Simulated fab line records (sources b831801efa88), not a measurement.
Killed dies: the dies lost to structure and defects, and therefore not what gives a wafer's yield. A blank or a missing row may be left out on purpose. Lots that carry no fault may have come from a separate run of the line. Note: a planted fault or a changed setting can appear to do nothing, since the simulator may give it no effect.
Which of the tools did it? / flow gf180mcu / 6 lots, 18 wafers sampled, at 2 steps of a route of 602

WHAT EACH GAUGE READ, for each wafer
GF_MIM_RS_MEAS_10: the measuring method here is four-point-probe.
lot=L304; measured=day 24 20:35; on=film_metro-01; MIM_ALCU_RS (ohm/sq)=0.1622 0.1615 0.1632
lot=L307; measured=day 25 22:47; on=film_metro-03; MIM_ALCU_RS (ohm/sq)=0.1604 0.1584 0.1599
lot=L309; measured=day 26 15:37; on=film_metro-01; MIM_ALCU_RS (ohm/sq)=0.1565 0.1612 0.1568
lot=L311; measured=day 27 07:51; on=film_metro-04; MIM_ALCU_RS (ohm/sq)=0.1610 0.1583 0.1591
lot=L319; measured=day 29 15:01; on=film_metro-03; MIM_ALCU_RS (ohm/sq)=0.1650 0.1649 0.1652
lot=L324; measured=day 31 02:34; on=film_metro-01; MIM_ALCU_RS (ohm/sq)=0.1600 0.1613 0.1610

WHAT TOOL EACH LOT RAN ON (gives the tool, then ch and the chambers of the sampled wafers, and finally the start)
lot=L304; GF_M4_SPUTTER_02=pvd_sputter-03, day 22 21:16
lot=L307; GF_M4_SPUTTER_02=pvd_sputter-03, day 23 23:44
lot=L309; GF_M4_SPUTTER_02=pvd_sputter-03, day 24 18:24
lot=L311; GF_M4_SPUTTER_02=pvd_sputter-04, day 25 11:36
lot=L319; GF_M4_SPUTTER_02=pvd_sputter-03, day 27 20:05
lot=L324; GF_M4_SPUTTER_02=pvd_sputter-04, day 29 10:04
- GF_M4_SPUTTER_02: material AlCu, target thk 450 nm, time 23.9 s.

THE ANSWER, worked out from the rows above alone
Rule: usual is defined by the lots themselves. The widest of any qualifying gaps counts: lots, ordered by their means at a reading, are off when they make up no more than a third of the lots, leave a main group of 4 or more, and stand apart from it by 3 or more times the standard deviation of that group's means. A main group is skipped when, at the precision printed for the reading in the tables above, its means are all equal. Also off: a lot with no number at a reading for which 4 or more lots have one. All remaining lots with rows at the step are treated as sound.
No lot is off on any of the readings shown, so nothing can be concluded from this.

WHAT HAD BEEN PUT IN BY THE SIMULATOR
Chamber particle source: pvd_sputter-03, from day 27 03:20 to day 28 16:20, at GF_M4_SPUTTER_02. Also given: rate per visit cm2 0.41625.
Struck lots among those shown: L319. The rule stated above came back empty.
